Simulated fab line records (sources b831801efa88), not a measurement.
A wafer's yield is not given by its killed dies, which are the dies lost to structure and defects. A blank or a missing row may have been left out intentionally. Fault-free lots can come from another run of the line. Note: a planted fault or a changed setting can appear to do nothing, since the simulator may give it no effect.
Code-filled problem report in 8D (eight disciplines) form ; flow sky130 ; the parts of the form that need people (team, actions taken, sign-off) are left out

1. WHAT IS WRONG
Across 9 wafers from 3 lots, GATE_OXIDE_OXIDATION_00_THK at SKY_GATE_OXIDE_THK_MEAS_02 averages 8.30 nm, while fault-free wafers read 10.38 nm with a standard deviation of 0.2. Measured from the usual mean, that is -10 standard deviations.
First observed at day 17 11:28: wafer L290.1, on filmMetro-04. Wafers with a number at this step in the record: 45, from 15 lots. Rule for "out", or "out of limits": more than 4 standard deviations from the usual mean. The rest of the wafers with a number are treated as sound.

2. WHAT IT IS AND WHAT IT IS NOT
question;is;is not
which readings at this step;GATE_OXIDE_OXIDATION_00_THK;-
which lots;L290, L291, L292;L277, L278, L279, L281, L283, L284, L286, L287, L289, L295, L299, L300
which wafers of those lots;all that have a number;-
read on which gauges;filmMetro-04;filmMetro-01, filmMetro-03
when;from day 17 11:28;"up to then (27 sound wafers); but 9 sound wafers of L295, L299, L300 came after"

3. WHAT RULES OUT EACH SUSPECT
Counting: any tool at a process step up to the reading is kept as a suspect provided that every lot that is out went through it and no sound lot did after the first of them.
- the gauge at SKY_GATE_OXIDE_THK_MEAS_02: ruled out. All the wafers that are out were read on filmMetro-04, but those of them that SKY_GATE_OXIDE_OXIDATION_01 has rows for are out there too, on other tools.
- furnace-01 at SKY_GATE_OXIDE_OXIDATION_01 (stabilise 600 s, purge 300 s, target thk 10.268 nm): kept. All lots that are out passed through it, beginning with L290 at day 17 10:04, and no sound lot followed; its final sound lot before that point was L289 at day 16 15:19. On those wafers its own readings are out: spikeTcBottomC, spikeTcCentreC, spikeTcLowerC, spikeTcTopC, spikeTcUpperC, tubeCenterTempC, tube_center_temp_C_max.
After counting, what remains is furnace-01 at SKY_GATE_OXIDE_OXIDATION_01.

4. THE CAUSE (what the simulator had put in)
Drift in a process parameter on furnace-01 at SKY_GATE_OXIDE_OXIDATION_01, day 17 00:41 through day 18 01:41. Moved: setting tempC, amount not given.
Only this tool survived the counting.

5. THE CHAIN OF EFFECTS, in route order
Rows list readings where the struck wafers' mean (over those with a number) sits beyond 3 standard deviations from the usual. Only readings for which the record gives a usual standard deviation are gone through. hours: the time from each lot's start at the first step in this table that gives one to its start at this step, as a median over the lots. sigmas: the change in usual standard deviations.
hours;step;reading;usual;on struck wafers;change;sigmas
0;SKY_GATE_OXIDE_OXIDATION_01;spikeTcBottomC;916.9 C;896.3;-20.6;-17
0;SKY_GATE_OXIDE_OXIDATION_01;spikeTcCentreC;901.2 C;881.7;-19.5;-15
0;SKY_GATE_OXIDE_OXIDATION_01;spikeTcLowerC;900.3 C;880.3;-20.0;-18
0;SKY_GATE_OXIDE_OXIDATION_01;spikeTcTopC;913.1 C;895.7;-17.4;-7.0
0;SKY_GATE_OXIDE_OXIDATION_01;spikeTcUpperC;900.4 C;880.0;-20.4;-21
0;SKY_GATE_OXIDE_OXIDATION_01;tubeCenterTempC;899.99 C;879.87;-20.12;-99 or more
0;SKY_GATE_OXIDE_OXIDATION_01;tube_center_temp_C_max;902.4;882.2;-20.2;-54
0;SKY_GATE_OXIDE_OXIDATION_01;zonePowerLowerPct;17.15 %;16.40;-0.75;-4.7
1;SKY_GATE_OXIDE_THK_MEAS_02;GATE_OXIDE_OXIDATION_00_THK;10.38 nm;8.30;-2.08;-10
It contains these process steps:
- SKY_GATE_OXIDE_OXIDATION_01: stabilise 600 s, purge 300 s, target thk 10.268 nm.

6. WHAT WOULD HAVE CAUGHT IT SOONER
11 hours passed between the start of the fault at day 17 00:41 and the first reading out of limits at a measuring or inspecting step in this record, taken at day 17 11:28.
Tool's own readings at SKY_GATE_OXIDE_OXIDATION_01, spikeTcBottomC, spikeTcCentreC, spikeTcLowerC, spikeTcTopC, spikeTcUpperC, tubeCenterTempC, tube_center_temp_C_max: out on all struck wafers the step has rows for; an alarm limit on them would have tripped on the first.
Of the lots that are out (3), L291, L292 began SKY_GATE_OXIDE_OXIDATION_01 on furnace-01 after day 17 11:28. A hold on the tool at that time would have spared those 2.
